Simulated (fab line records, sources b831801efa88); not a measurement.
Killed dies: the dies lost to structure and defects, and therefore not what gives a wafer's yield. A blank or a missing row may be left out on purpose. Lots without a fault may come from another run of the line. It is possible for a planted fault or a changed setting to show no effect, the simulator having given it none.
fab line records | flow sky130
record lots=6 wafers=18 last-day=49
route steps=708 shown VIA1@475 METAL2@483 VIA2@507 PAD_OPEN@708
lots untouched by any fault: they come from a run of this same line in which no faults occurred
start-h: hours from the record's first day to the start of the lot's first wafer shown | wait-h: how many hours have passed since the lot's step before this one | " the same as in the row above | L1.1+2: a row that stands for several wafers | - either no value or no given start | * or withheld: withheld | < > ~ a bound
route shown NAME@n: a module of which the file shows steps, and the number in the route of the first | usual: mean/standard deviation taken from wafers without a fault | same: alike in all rows | chamber/n: place in a boat | sites: the reading at each site | _std_site: their standard deviation | _edge_site: inner sites' mean taken away from outer sites' mean | radius-mm: how far each site lies from the wafer's centre | mask NAME#n: copy n | behind: tool/chamber where the wafer was last shaped | hold: reason for holding the lot/hours on hold/outcome of the hold | device: names the non-switching transistor (n, p or np) | end of line: tests run on the same wafers once the route is complete | a step without rows: its recipe alone | killed: not the wafer's yield, but the dies lost to structure and defects at the first sort | map: dies across one wafer; x = killed, . = not, _ = none there
set.NAME: setting as actually run; set.NAME@STEP: the setting as run at that earlier step | model.NAME: the simulator's own value behind a step, which no gauge read
lots seen at some steps along the route; tables by step, rows by wafer
services: from which hour (start-h, from the record's first day; less than 0 if before it) a tool's chamber was out of use, for how many hours, and why
## steps
# step SKY_VIA1_STRIP_17
# recipe chemistry=post-etch-residue-remover time-s=1200 temp-c=72.5
# step SKY_VIA1_CLEAN_18
# recipe chemistry=IPA time-s=180 temp-c=25
# step SKY_VIA1_CLEAN_19
# recipe chemistry=O3/DIW dry=n2-spin
# step SKY_VIA1_SPUTTER_20
# recipe material=TiN target-thk-nm=20 chamber-pressure-pa=5 power-w=4000 time-s=80
# usual throttle-valve-pct=29.9/0.71
# columns lot.wafer tool chamber start-h wait-h throttle-valve-pct
L274.1 pvd-sputter-02 - 804.12 0.0 28.5
L274.2 " - " " 29.6
L274.5 " - " " 29.2
L278.1 pvd-sputter-04 - 831.27 0.0 30.3
L278.2 " - " " 30.5
L278.6 " - " " 30.2
L283.3 pvd-sputter-02 - 872.32 0.0 29.6
L283.4 " - " " 30.9
L283.5 " - " " 28.6
L284.2 pvd-sputter-01 - 877.05 0.0 31.4
L284.4 " - " " 29.3
L284.6 " - " " 31.5
L291.2 pvd-sputter-04 - 931.35 0.0 29.7
L291.3 " - " " 30.3
L291.6 " - " " 30.0
L292.2 pvd-sputter-02 - 934.56 0.0 29.2
L292.3 " - " " 30.6
L292.5 " - " " 29.7
# step SKY_VIA1_CVD_21
# recipe material=W target-thk-nm=270 time-s=80.902 temp-c=400 pressure-torr=40
# usual heater-power-w=860/21
# columns lot.wafer tool chamber start-h wait-h heater-power-w
L274.1 cvd-w-02 1 804.18 0.0 886
L274.2 " 0 " " 862
L274.5 " 1 " " 877
L278.1 cvd-w-01 0 831.33 0.0 851
L278.2 " 1 " " 831
L278.6 " 0 " " 861
L283.3 cvd-w-02 0 872.41 0.1 863
L283.4 " 1 " " 870
L283.5 " 1 " " 867
L284.2 cvd-w-01 0 877.11 0.0 877
L284.4 " 0 " " 861
L284.6 " 0 " " 864
L291.2 cvd-w-01 0 931.41 0.0 846
L291.3 " 1 " " 843
L291.6 " 0 " " 852
L292.2 cvd-w-01 0 934.62 0.0 880
L292.3 " 0 " " 865
L292.5 " 1 " " 828
# step SKY_VIA1_RS_MEAS_22
# recipe thk-meas-gauge=four-point-probe reads=W_of_VIA1_CVD_21+TiN_of_VIA1_SPUTTER_20
# usual VIA1_W_RS=0.422/0.0058
# columns lot.wafer tool chamber start-h wait-h VIA1_W_RS[ohm/sq]
L274.1 film-metro-01 - 804.28 0.1 0.415
L274.2 " - " " 0.429
L274.5 " - " " 0.420
L278.1 film-metro-01 - 831.43 0.1 0.427
L278.2 " - " " 0.418
L278.6 " - " " 0.425
L283.3 film-metro-01 - 872.51 0.1 0.426
L283.4 " - " " 0.416
L283.5 " - " " 0.416
L284.2 film-metro-01 - 877.22 0.1 0.425
L284.4 " - " " 0.419
L284.6 " - " " 0.424
L291.2 film-metro-02 - 931.66 0.2 0.427
L291.3 " - " " 0.418
L291.6 " - " " 0.422
L292.2 film-metro-04 - 934.74 0.1 0.427
L292.3 " - " " 0.430
L292.5 " - " " 0.421
# step SKY_VIA1_THK_MEAS_23
# recipe thk-meas-gauge=xrf reads=W_of_VIA1_CVD_21
# usual VIA1_W_THK=264/5.4
# columns lot.wafer tool chamber start-h wait-h VIA1_W_THK[nm]
L274.1 film-metro-01 - 804.40 0.1 260
L274.2 " - " " 251
L274.5 " - " " 257
L278.1 film-metro-01 - 831.55 0.1 261
L278.2 " - " " 264
L278.6 " - " " 261
L283.3 film-metro-01 - 872.61 0.1 261
L283.4 " - " " 265
L283.5 " - " " 266
L284.2 film-metro-01 - 877.33 0.1 258
L284.4 " - " " 265
L284.6 " - " " 260
L291.2 film-metro-02 - 931.77 0.1 264
L291.3 " - " " 270
L291.6 " - " " 267
L292.2 film-metro-04 - 934.85 0.1 267
L292.3 " - " " 265
L292.5 " - " " 268
# step SKY_VIA1_CMP_24
# recipe stop-on=SiO2 t-overpolish-s=15 down-force-psi=3.5 platen-rpm=60 target-thk-nm=0 pad-velocity-m-s=0.94248
# step SKY_METAL2_SPUTTER_00
# recipe material=Ti target-thk-nm=15 power-w=3000 time-s=10 chamber-pressure-pa=0.4
# usual throttle-valve-pct=30.0/1.5
# columns lot.wafer tool chamber start-h wait-h throttle-valve-pct
L274.1 pvd-sputter-03 - 804.76 0.1 30.6
L274.2 " - " " 33.0
L274.5 " - " " 33.2
L278.1 pvd-sputter-03 - 831.91 0.2 30.7
L278.2 " - " " 32.9
L278.6 " - " " 28.3
L283.3 pvd-sputter-03 - 872.95 0.2 28.6
L283.4 " - " " 28.3
L283.5 " - " " 30.6
L284.2 pvd-sputter-03 - 877.68 0.1 28.1
L284.4 " - " " 28.5
L284.6 " - " " 28.7
L291.2 pvd-sputter-02 - 932.12 0.1 30.8
L291.3 " - " " 29.5
L291.6 " - " " 29.9
L292.2 pvd-sputter-02 - 935.20 0.2 29.8
L292.3 " - " " 28.9
L292.5 " - " " 28.7
# step SKY_METAL2_SPUTTER_01
# recipe material=TiN target-thk-nm=20 power-w=6500 time-s=16.7 chamber-pressure-pa=0.4
# usual throttle-valve-pct=30.0/1.5
# columns lot.wafer tool chamber start-h wait-h throttle-valve-pct
L274.1 pvd-sputter-03 - 804.78 0.0 30.4
L274.2 " - " " 32.8
L274.5 " - " " 33.2
L278.1 pvd-sputter-03 - 831.93 0.0 30.6
L278.2 " - " " 33.1
L278.6 " - " " 28.2
L283.3 pvd-sputter-03 - 872.97 0.0 28.5
L283.4 " - " " 28.1
L283.5 " - " " 30.4
L284.2 pvd-sputter-03 - 877.70 0.0 28.4
L284.4 " - " " 28.6
L284.6 " - " " 28.6
L291.2 pvd-sputter-02 - 932.15 0.0 30.9
L291.3 " - " " 29.6
L291.6 " - " " 29.7
L292.2 pvd-sputter-02 - 935.22 0.0 29.6
L292.3 " - " " 28.5
L292.5 " - " " 28.7
# step SKY_METAL2_SPUTTER_02
# recipe material=AlCu target-thk-nm=250 power-w=10600 time-s=12.93 chamber-pressure-pa=0.4
# step SKY_METAL2_SPUTTER_03
# recipe material=Ti target-thk-nm=5 power-w=3000 time-s=3.3 chamber-pressure-pa=0.4
# step SKY_METAL2_SPUTTER_04
# recipe material=TiN target-thk-nm=70 power-w=6500 time-s=58.3 chamber-pressure-pa=0.4
# usual throttle-valve-pct=30.0/1.5
# columns lot.wafer tool chamber start-h wait-h throttle-valve-pct model.TiN_of_METAL2_SPUTTER_04.thk-nm
L274.1 pvd-sputter-03 - 804.85 0.0 30.3 69.26
L274.2 " - " " 32.9 69.34
L274.5 " - " " 33.1 69.63
L278.1 pvd-sputter-03 - 832.00 0.0 30.7 69.13
L278.2 " - " " 32.9 69.27
L278.6 " - " " 27.9 69.35
L283.3 pvd-sputter-03 - 873.04 0.0 28.7 77.61
L283.4 " - " " 28.1 70.37
L283.5 " - " " 30.6 69.65
L284.2 pvd-sputter-03 - 877.77 0.0 27.8 69.94
L284.4 " - " " 28.6 76.93
L284.6 " - " " 28.5 76.85
L291.2 pvd-sputter-02 - 932.21 0.0 31.0 69.9
L291.3 " - " " 29.6 69.77
L291.6 " - " " 29.5 69.8
L292.2 pvd-sputter-02 - 935.29 0.0 29.5 68.75
L292.3 " - " " 28.7 69.02
L292.5 " - " " 28.6 69.4
# step SKY_METAL2_RS_MEAS_05
# recipe thk-meas-gauge=four-point-probe reads=TiN_of_METAL2_SPUTTER_04+Ti_of_METAL2_SPUTTER_03+AlCu_of_METAL2_SPUTTER_02+TiN_of_METAL2_SPUTTER_01+Ti_of_METAL2_SPUTTER_00
# usual METAL2_ALCU_RS=0.1309/0.0016
# columns lot.wafer tool chamber start-h wait-h METAL2_ALCU_RS[ohm/sq]
L274.1 film-metro-03 - 804.89 0.0 0.1307
L274.2 " - " " 0.1318
L274.5 " - " " 0.1318
L278.1 film-metro-03 - 832.05 0.0 0.1331
L278.2 " - " " 0.1321
L278.6 " - " " 0.1325
L283.3 film-metro-04 - 873.13 0.1 0.1300
L283.4 " - " " 0.1315
L283.5 " - " " 0.1301
L284.2 film-metro-03 - 877.84 0.0 0.1316
L284.4 " - " " 0.1312
L284.6 " - " " 0.1318
L291.2 film-metro-04 - 932.28 0.0 0.1276
L291.3 " - " " 0.1284
L291.6 " - " " 0.1284
L292.2 film-metro-04 - 935.36 0.0 0.1270
L292.3 " - " " 0.1269
L292.5 " - " " 0.1272
# step SKY_METAL2_THK_MEAS_06
# recipe thk-meas-gauge=xrf reads=AlCu_of_METAL2_SPUTTER_02
# usual METAL2_ALCU_THK=242/3.2
# columns lot.wafer tool chamber start-h wait-h METAL2_ALCU_THK[nm]
L274.1 film-metro-03 - 805.01 0.1 240
L274.2 " - " " 241
L274.5 " - " " 241
L278.1 film-metro-03 - 832.17 0.1 237
L278.2 " - " " 240
L278.6 " - " " 239
L283.3 film-metro-04 - 873.23 0.1 237
L283.4 " - " " 237
L283.5 " - " " 240
L284.2 film-metro-03 - 877.95 0.1 241
L284.4 " - " " 239
L284.6 " - " " 237
L291.2 film-metro-04 - 932.39 0.1 247
L291.3 " - " " 246
L291.6 " - " " 246
L292.2 film-metro-04 - 935.47 0.1 248
L292.3 " - " " 251
L292.5 " - " " 249
# step SKY_METAL2_DEHYDRATE_07
# recipe temp-c=200 time-s=60
# step SKY_METAL2_HMDS_08
# recipe prime-time-s=60 prime-temp-c=120
# step SKY_METAL2_COAT_09
# recipe resist=BARC temp-c=withheld time-s=withheld spin-rpm=3000 resist-thk-nm=60
# step SKY_METAL2_COAT_10
# recipe resist=KrF-thick spin-rpm=3000 resist-thk-nm=450
# step SKY_METAL2_SOFTBAKE_11
# recipe temp-c=100 time-s=90 resist=KrF-thick
# step SKY_METAL2_EXPOSE_12
# recipe mask-id=MM2 na=0.8 source-shape=annular sigma-inner=0.55 sigma-outer=0.85 target-cd-nm=140 dose-mj=28
# step SKY_METAL2_PEB_13
# recipe peb-temp-c=withheld peb-time-s=withheld resist=KrF-thick
# step SKY_METAL2_DEVELOP_14
# recipe develop-time-s=60 resist=KrF-thick dev-temp-c=21
# step SKY_METAL2_CD_MEAS_15
# recipe target-cd-nm=140
# usual cd-nm=139.9/1.6
# columns lot.wafer tool chamber start-h wait-h cd-nm
L274.1 cd-sem-02 - 831.15 - 140.9
L274.2 " - " " 139.8
L274.5 " - " " 139.8
L278.1 cd-sem-01 - 858.12 - 139.4
L278.2 " - " " 139.2
L278.6 " - " " 139.7
L283.3 cd-sem-02 - 897.96 - 137.8
L283.4 " - " " 138.7
L283.5 " - " " 138.3
L284.2 cd-sem-02 - 903.16 - 138.2
L284.4 " - " " 138.5
L284.6 " - " " 137.1
L291.2 cd-sem-02 - 956.54 - 142.2
L291.3 " - " " 141.0
L291.6 " - " " 142.4
L292.2 cd-sem-01 - 960.07 - 139.7
L292.3 " - " " 137.8
L292.5 " - " " 138.8
# step SKY_METAL2_OVL_MEAS_16
# usual METAL2_OVL=2/4.9
# columns lot.wafer tool chamber start-h wait-h METAL2_OVL[nm]
L274.1 overlay-01 - 831.27 0.1 3
L274.2 " - " " 0
L274.5 " - " " 4
L278.1 overlay-02 - 858.24 0.1 -1
L278.2 " - " " 0
L278.6 " - " " 1
L283.3 overlay-02 - 898.05 0.1 5
L283.4 " - " " 6
L283.5 " - " " 1
L284.2 overlay-01 - 903.26 0.1 5
L284.4 " - " " 12
L284.6 " - " " 10
L291.2 overlay-01 - 956.65 0.1 -5
L291.3 " - " " 5
L291.6 " - " " -10
L292.2 overlay-01 - 960.18 0.1 2
L292.3 " - " " 9
L292.5 " - " " 3
# step SKY_METAL2_DESCUM_17
# recipe chemistry=O2 source-power-w=150 bias-power-w=0 pressure-mtorr=10 temp-c=40 time-s=8
# usual chamber-pressure-mTorr=10.000/0.0093 drypump-motor-current-A=5.8/0.45 he-backside-leak-sccm=3.4/0.32 oes-product-au=1.000/0.0077
# same bias-power-w=0
# columns lot.wafer tool chamber start-h wait-h chamber-pressure-mTorr drypump-motor-current-A he-backside-leak-sccm oes-product-au rf-hours-counter-h
L274.1 rie-metal-03 1 831.31 0.0 10.013 6.4 4.0 0.997 8
L274.2 " 0 " " 9.992 5.5 3.2 0.995 13
L274.5 " 1 " " 10.007 6.4 4.0 1.001 -
L278.1 rie-metal-01 0 858.27 0.0 10.007 5.4 3.3 0.994 15
L278.2 " 1 " " 10.008 5.3 3.6 1.006 9
L278.6 " 0 " " 10.005 5.4 3.3 1.008 -
L283.3 rie-metal-04 1 898.09 0.0 10.003 6.0 2.9 1.013 -
L283.4 " 0 " " 10.005 6.3 3.2 1.008 -
L283.5 " 0 " " 9.991 6.4 3.2 1.014 -
L284.2 rie-metal-01 0 903.29 0.0 10.011 5.4 3.3 0.998 16
L284.4 " 1 " " 10.003 5.3 3.6 0.987 -
L284.6 " 1 " " 9.997 5.3 3.6 0.994 -
L291.2 rie-metal-01 1 956.68 0.0 9.996 5.3 3.6 0.996 13
L291.3 " 0 " " 9.988 5.4 3.3 0.999 -
L291.6 " 1 " " 9.998 5.3 3.5 0.996 -
L292.2 rie-metal-01 0 960.21 0.0 9.999 5.4 3.2 0.989 2
L292.3 " 0 " " 9.995 5.4 3.0 1.010 -
L292.5 " 0 " " 9.979 5.4 3.2 0.990 -
# step SKY_METAL2_ETCH_18
# recipe chemistry=N2/H2 target=BARC ion-energy-ev=200 bias-w=100 pressure-mtorr=30 n2-flow-sccm=100 h2-flow-sccm=200 icp-w=500 stop-on=SiO2 time-s=45.9 target-depth-a=600
# step SKY_METAL2_METAL_ETCH_19
# recipe target-depth-a=3600 stop-on=SiO2 over-etch-frac=0.3 time-s=78 chemistry=Cl2/BCl3 resist-sidewall-deg=88 pressure-mtorr=10 icp-w=900 bias-w=48.5 Cl2_flow_sccm=60 bcl3-flow-sccm=30
# step SKY_METAL2_STRIP_20
# recipe chemistry=O2/N2 power-w=1400 pressure-mtorr=1500 platen-temp-c=withheld o2-flow-sccm=3000 n2-flow-sccm=300 overash-fraction=0.5
# step SKY_METAL2_STRIP_21
# recipe chemistry=post-etch-residue-remover time-s=1200 temp-c=72.5
# step SKY_METAL2_CLEAN_22
# recipe chemistry=IPA time-s=180 temp-c=25
# step SKY_METAL2_CLEAN_23
# recipe chemistry=O3/DIW dry=n2-spin
# step SKY_VIA2_HDPCVD_00
# recipe material=SiO2 target-thk-nm=1180 sigma-open-frac=0.3 time-s=192.2 temp-c=400 sih4-flow-sccm=60 pressure-mtorr=6
# step SKY_VIA2_THK_MEAS_01
# recipe reads=SiO2_of_VIA2_HDPCVD_00
# usual VIA2_HDPCVD_THK=1152/9.3
# columns lot.wafer tool chamber start-h wait-h VIA2_HDPCVD_THK[nm]
L274.1 film-metro-02 - 832.21 0.1 1155
L274.2 " - " " 1161
L274.5 " - " " 1163
L278.1 film-metro-03 - 859.18 0.1 1165
L278.2 " - " " 1177
L278.6 " - " " 1160
L283.3 film-metro-01 - 899.01 0.1 1163
L283.4 " - " " 1141
L283.5 " - " " 1159
L284.2 film-metro-02 - 904.22 0.1 1160
L284.4 " - " " 1161
L284.6 " - " " 1157
L291.2 film-metro-02 - 957.96 0.1 1139
L291.3 " - " " 1127
L291.6 " - " " 1150
L292.2 film-metro-03 - 961.71 0.1 1157
L292.3 " - " " 1138
L292.5 " - " " 1143
# step SKY_VIA2_CMP_02
# recipe material=SiO2 down-force-psi=4 platen-rpm=60 pad-velocity-m-s=0.94248
# step SKY_VIA2_BOW_MEAS_03
# recipe mode=bow
# usual VIA2_BOW=86/7.1
# columns lot.wafer tool chamber start-h wait-h VIA2_BOW[um]
L274.1 film-metro-01 - 832.57 0.2 84
L274.2 " - " " 78
L274.5 " - " " 96
L278.1 film-metro-02 - 859.54 0.2 82
L278.2 " - " " 88
L278.6 " - " " 87
L283.3 film-metro-01 - 899.39 0.2 106
L283.4 " - " " 99
L283.5 " - " " 88
L284.2 film-metro-02 - 904.59 0.2 85
L284.4 " - " " 82
L284.6 " - " " 77
L291.2 film-metro-01 - 958.33 0.2 86
L291.3 " - " " 82
L291.6 " - " " 88
L292.2 film-metro-01 - 962.08 0.2 91
L292.3 " - " " 92
L292.5 " - " " 84
# step SKY_VIA2_DEHYDRATE_04
# recipe temp-c=200 time-s=60
# step SKY_VIA2_HMDS_05
# recipe prime-time-s=60 prime-temp-c=120
# step SKY_VIA2_COAT_06
# recipe resist=BARC temp-c=withheld time-s=withheld spin-rpm=3000 resist-thk-nm=60
# step SKY_VIA2_COAT_07
# recipe resist=KrF-thick spin-rpm=3000 resist-thk-nm=450
# step SKY_VIA2_SOFTBAKE_08
# recipe temp-c=100 time-s=90 resist=KrF-thick
# step SKY_VIA2_EXPOSE_09
# recipe mask-id=VIM2 na=0.8 source-shape=annular sigma-inner=0.55 sigma-outer=0.85 target-cd-nm=200 dose-mj=38
# step SKY_VIA2_ETCH_15
# recipe target=SiO2 chemistry=C4F8/O2/Ar target-depth-nm=546 stop-on=TiN mask-material=KrF-thick source-w=1500 bias-w=1200 pressure-mtorr=40 c4f8-flow-sccm=withheld O2_flow_sccm=6 Ar_flow_sccm=300 time-s=84
# usual chamber-pressure-mTorr=40.00/0.041 oes-product-au=0.939/0.0049
# columns lot.wafer tool chamber start-h wait-h chamber-pressure-mTorr oes-product-au rf-hours-counter-h model.TiN_of_METAL2_SPUTTER_04.thk-nm
L274.1 rie-diel-04 1 858.67 0.0 39.98 0.931 8 68.84
L274.2 " 2 " " 39.97 0.942 4 68.92
L274.5 " 0 " " 40.07 0.940 - 69.21
L278.1 rie-diel-03 3 885.23 0.0 40.05 0.931 12 68.71
L278.2 " 1 " " 39.97 0.941 17 68.85
L278.6 " 1 " " 40.04 0.938 - 68.92
L283.3 rie-diel-04 0 924.23 0.0 40.04 0.940 11 77.18
L283.4 " 1 " " 39.95 0.938 9 69.94
L283.5 " 1 " " 39.99 0.932 - 69.23
L284.2 rie-diel-03 0 929.48 0.0 40.08 0.935 1 69.52
L284.4 " 2 " " 40.00 0.945 7 76.51
L284.6 " 1 " " 39.96 0.942 - 76.43
L291.2 rie-diel-03 2 981.91 0.0 40.03 0.943 8 69.47
L291.3 " 1 " " 40.02 0.932 19 69.35
L291.6 " 3 " " 39.98 0.934 - 69.38
L292.2 rie-diel-04 0 986.18 0.0 40.02 0.943 12 68.33
L292.3 " 2 " " 40.03 0.940 8 68.6
L292.5 " 3 " " 40.04 0.941 - 68.98
# step SKY_PAD_OPEN_PROBE_99
# usual defect-limited-yield=82.5/1.8 killed_at_M0_to_M3=43/5.9 killed_at_M4_up=3.3/1.9 killed-at-contacts=24/5.6 killed-at-front-end=15/4.1 killed-at-other=0.4/0.66 killed-dies=86/9 killed-open=47/6.9 killed-short=39/6.2 sort_bin_3_pad_short=0.9/0.45 sort_bin_5_function=10.3/1.4 sort_bin_6_memory=6.3/1.2 sort-n-pass=406/9 sort-yield-pct=82.5/1.8
# same gross-dies=492 killed-at-back-side=0 sort_bin_4_leakage[%]=0 sort_bin_8_speed[%]=0
# columns lot.wafer tool chamber start-h wait-h defect-limited-yield[%] killed_at_M0_to_M3 killed_at_M4_up killed-at-contacts killed-at-front-end killed-at-other killed-dies killed-open killed-short sort_bin_3_pad_short[%] sort_bin_5_function[%] sort_bin_6_memory[%] sort-n-pass sort-yield-pct[%]
L274.1 prober-01 - 1087.00 0.1 82.7 37 3 26 18 1 85 49 35 0.8 9.6 6.9 407 82.7
L274.2 prober-01 - 1087.05 0.1 79.9 48 3 26 19 3 99 45 51 1.4 11.2 7.5 393 79.9
L274.5 prober-01 - 1087.20 0.2 82.5 43 3 21 18 1 86 40 42 1.6 8.7 7.1 406 82.5
L278.1 prober-01 - 1105.80 0.1 83.9 39 0 25 15 0 79 50 28 0.4 8.9 6.7 413 83.9
L278.2 prober-01 - 1105.85 0.1 84.1 45 2 21 10 0 78 38 39 1.2 10.0 4.7 414 84.1
L278.6 prober-01 - 1106.05 0.2 81.7 45 2 27 16 0 90 52 36 0.6 11.0 6.7 402 81.7
L283.3 prober-01 - 1132.25 0.2 84.1 41 2 24 11 0 78 41 37 1.4 9.3 5.1 414 84.1
L283.4 prober-01 - 1132.30 0.2 86.0 36 1 20 12 0 69 35 34 0.6 9.8 3.7 423 86.0
L283.5 prober-01 - 1132.35 0.2 84.3 50 2 18 6 1 77 45 32 0.6 8.3 6.7 415 84.3
L284.2 prober-02 - 1145.77 0.1 82.9 42 3 25 13 1 84 41 43 0.6 11.2 5.3 408 82.9
L284.4 prober-02 - 1145.87 0.2 84.6 34 3 28 11 0 76 42 34 0.4 9.6 5.5 416 84.6
L284.6 prober-02 - 1145.97 0.2 84.1 36 0 34 8 0 78 45 33 0.8 10.0 5.1 414 84.1
L291.2 prober-01 - 1177.72 0.1 80.9 55 8 22 9 0 94 51 43 0.8 11.6 6.7 398 80.9
L291.3 prober-01 - 1177.77 0.2 78.3 46 3 41 17 0 107 67 39 1.2 13.2 7.3 385 78.3
L291.6 prober-01 - 1177.92 0.2 84.1 42 2 20 14 0 78 43 34 0.4 9.8 5.7 414 84.1
L292.2 prober-01 - 1183.62 0.1 82.7 34 3 29 19 0 85 50 35 1.0 11.0 5.3 407 82.7
L292.3 prober-01 - 1183.67 0.2 82.1 49 3 26 10 0 88 42 46 0 13.0 4.9 404 82.1
L292.5 prober-01 - 1183.77 0.2 81.3 48 5 30 9 0 92 46 46 0.6 11.0 7.1 400 81.3
# killed by level:class
L274.1 CONTACT:geometric-particle:open=10 VIA1:geometric-particle:open=7 FIELD_ISO:geometric-particle:open=6 LI_CONTACT:geometric-particle:open=6 METAL2:geometric-particle:short=5 VIA2:geometric-particle:open=5 LOCAL_INTERCONNECT:geometric-particle:short=4 VIA2:geometric-particle:short=4
L274.2 CONTACT:geometric-particle:open=15 METAL2:geometric-particle:short=11 FIELD_ISO:geometric-particle:short=9 VIA1:geometric-particle:open=7 VIA2:geometric-particle:open=7 VIA3:geometric-particle:open=6 CONTACT:geometric-particle:short=5 METAL3:geometric-particle:short=5
L274.5 CONTACT:geometric-particle:open=9 METAL2:geometric-particle:short=9 VIA1:geometric-particle:short=6 VIA2:geometric-particle:open=6 CONTACT:geometric-particle:short=5 VIA1:geometric-particle:open=5 FIELD_ISO:geometric-particle:open=4 FIELD_ISO:geometric-particle:short=4
L278.1 CONTACT:geometric-particle:open=12 VIA1:geometric-particle:open=10 CONTACT:geometric-particle:short=7 VIA2:geometric-particle:open=6 VIA3:geometric-particle:open=6 SPACER:geometric-particle:open=5 METAL1:geometric-particle:short=4 VIA2:geometric-particle:short=4
L278.2 METAL1:geometric-particle:short=9 CONTACT:geometric-particle:open=9 METAL2:geometric-particle:short=7 VIA2:geometric-particle:open=6 VIA1:geometric-particle:short=5 VIA1:geometric-particle:open=5 CONTACT:geometric-particle:short=4 METAL3:geometric-particle:short=4
L278.6 CONTACT:geometric-particle:open=13 VIA1:geometric-particle:open=12 METAL2:geometric-particle:short=8 LI_CONTACT:geometric-particle:open=6 CONTACT:geometric-particle:short=5 VIA2:geometric-particle:open=5 VIA3:geometric-particle:open=5 POLY_GATE:geometric-particle:short=4
L283.3 CONTACT:geometric-particle:open=12 VIA1:geometric-particle:open=8 METAL2:geometric-particle:short=7 VIA3:geometric-particle:open=6 FIELD_ISO:geometric-particle:short=5 VIA3:geometric-particle:short=5 LOCAL_INTERCONNECT:geometric-particle:short=5 VIA2:geometric-particle:open=5
L283.4 CONTACT:geometric-particle:open=8 VIA1:geometric-particle:open=8 VIA3:geometric-particle:open=6 VIA3:geometric-particle:short=6 METAL2:geometric-particle:short=5 CONTACT:geometric-particle:short=5 FIELD_ISO:geometric-particle:short=3 SPACER:geometric-particle:short=3
L283.5 VIA1:geometric-particle:open=16 VIA2:geometric-particle:open=11 CONTACT:geometric-particle:short=8 METAL1:geometric-particle:short=7 LI_CONTACT:geometric-particle:open=5 FIELD_ISO:geometric-particle:open=3 LOCAL_INTERCONNECT:geometric-particle:short=3 VIA1:geometric-particle:short=3
L284.2 LI_CONTACT:geometric-particle:open=12 VIA1:geometric-particle:short=10 METAL2:geometric-particle:short=7 VIA2:geometric-particle:open=7 VIA1:geometric-particle:open=6 CONTACT:geometric-particle:open=5 POLY_GATE:geometric-particle:open=4 LOCAL_INTERCONNECT:geometric-particle:short=4
L284.4 CONTACT:geometric-particle:open=12 LI_CONTACT:geometric-particle:open=9 METAL2:geometric-particle:short=7 METAL1:geometric-particle:short=6 VIA1:geometric-particle:open=5 POLY_GATE:geometric-particle:open=4 VIA1:geometric-particle:short=4 FIELD_ISO:geometric-particle:open=3
L284.6 LI_CONTACT:geometric-particle:open=11 CONTACT:geometric-particle:open=10 VIA1:geometric-particle:open=9 METAL2:geometric-particle:short=7 LOCAL_INTERCONNECT:geometric-particle:short=6 VIA1:geometric-particle:short=5 VIA3:geometric-particle:open=5 LI_CONTACT:geometric-particle:short=3
L291.2 VIA3:geometric-particle:open=12 VIA1:geometric-particle:open=11 VIA2:geometric-particle:open=8 LI_CONTACT:geometric-particle:open=7 METAL2:geometric-particle:short=7 CONTACT:geometric-particle:open=6 METAL4:geometric-particle:short=6 LOCAL_INTERCONNECT:geometric-particle:short=5
L291.3 CONTACT:geometric-particle:open=19 VIA1:geometric-particle:open=16 LI_CONTACT:geometric-particle:open=13 FIELD_ISO:geometric-particle:open=6 VIA1:geometric-particle:short=6 METAL2:geometric-particle:short=5 LI_CONTACT:geometric-particle:short=5 VIA3:geometric-particle:open=5
L291.6 CONTACT:geometric-particle:open=11 VIA1:geometric-particle:open=10 METAL2:geometric-particle:short=8 VIA3:geometric-particle:open=6 METAL1:geometric-particle:short=5 FIELD_ISO:geometric-particle:open=4 CONTACT:geometric-particle:short=4 FIELD_ISO:geometric-particle:short=3
L292.2 VIA1:geometric-particle:open=15 LI_CONTACT:geometric-particle:open=12 FIELD_ISO:geometric-particle:short=8 CONTACT:geometric-particle:open=7 LI_CONTACT:geometric-particle:short=5 VIA2:geometric-particle:open=4 LOCAL_INTERCONNECT:geometric-particle:short=4 VIA1:geometric-particle:short=4
L292.3 METAL2:geometric-particle:short=10 CONTACT:geometric-particle:open=8 VIA1:geometric-particle:open=8 VIA3:geometric-particle:open=7 LI_CONTACT:geometric-particle:open=7 LI_CONTACT:geometric-particle:short=6 METAL1:geometric-particle:short=6 VIA1:geometric-particle:short=5
L292.5 VIA1:geometric-particle:open=12 LI_CONTACT:geometric-particle:open=9 VIA2:geometric-particle:open=7 CONTACT:geometric-particle:open=6 METAL1:geometric-particle:short=6 METAL3:geometric-particle:short=6 LI_CONTACT:geometric-particle:short=5 LOCAL_INTERCONNECT:geometric-particle:short=5
## services
# columns tool chamber start-h hours kind
pvd-sputter-01 - 783.47 75.5 repair
rie-metal-04 0 786.11 63.8 repair
pvd-sputter-02 - 791.30 2.0 repair
pvd-sputter-03 - 791.32 2.4 repair
pvd-sputter-01 - 793.56 13.3 repair
pvd-sputter-01 - 831.63 4.3 repair
rie-diel-03 2 847.44 4.3 repair
rie-metal-01 - 854.11 0.7 repair
pvd-sputter-03 - 855.91 0.9 repair
rie-diel-04 1 866.96 8.7 repair
cvd-w-01 - 886.63 1.1 repair
pvd-sputter-04 - 889.97 1.9 repair
pvd-sputter-02 - 899.78 9.3 repair
rie-diel-04 - 903.27 0.1 repair
cvd-w-02 - 904.00 14.0 pm
rie-diel-03 - 905.57 2.8 pm
rie-metal-01 0 905.86 4.1 repair
rie-metal-01 - 908.66 3.4 repair
cvd-w-02 1 913.29 14.8 repair
rie-diel-04 2 913.45 8.2 repair
cvd-w-02 1 934.61 8.5 repair
pvd-sputter-04 - 950.55 2.1 repair
rie-metal-01 - 952.88 0.2 repair
rie-diel-03 - 984.63 14.6 pm
## key
first-sign none at tools or gauges
model-effect step=SKY_METAL2_SPUTTER_04 value=TiN_of_METAL2_SPUTTER_04.thk-nm without=69.68 struck=77.13
model-effect step=SKY_VIA2_ETCH_15 value=TiN_of_METAL2_SPUTTER_04.thk-nm without=69.25 struck=76.71
met-at SKY_METAL2_SPUTTER_04
struck-wafers L283.3,L284.4,L284.6
fault kind=process-parameter-drift tool=pvd-sputter-03 chamber=- onset-h=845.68 steps=SKY_METAL2_SPUTTER_04 channel=time-s offset=* shape=step end-h=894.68 acts-in=* stated=* scope=struck-wafers-only
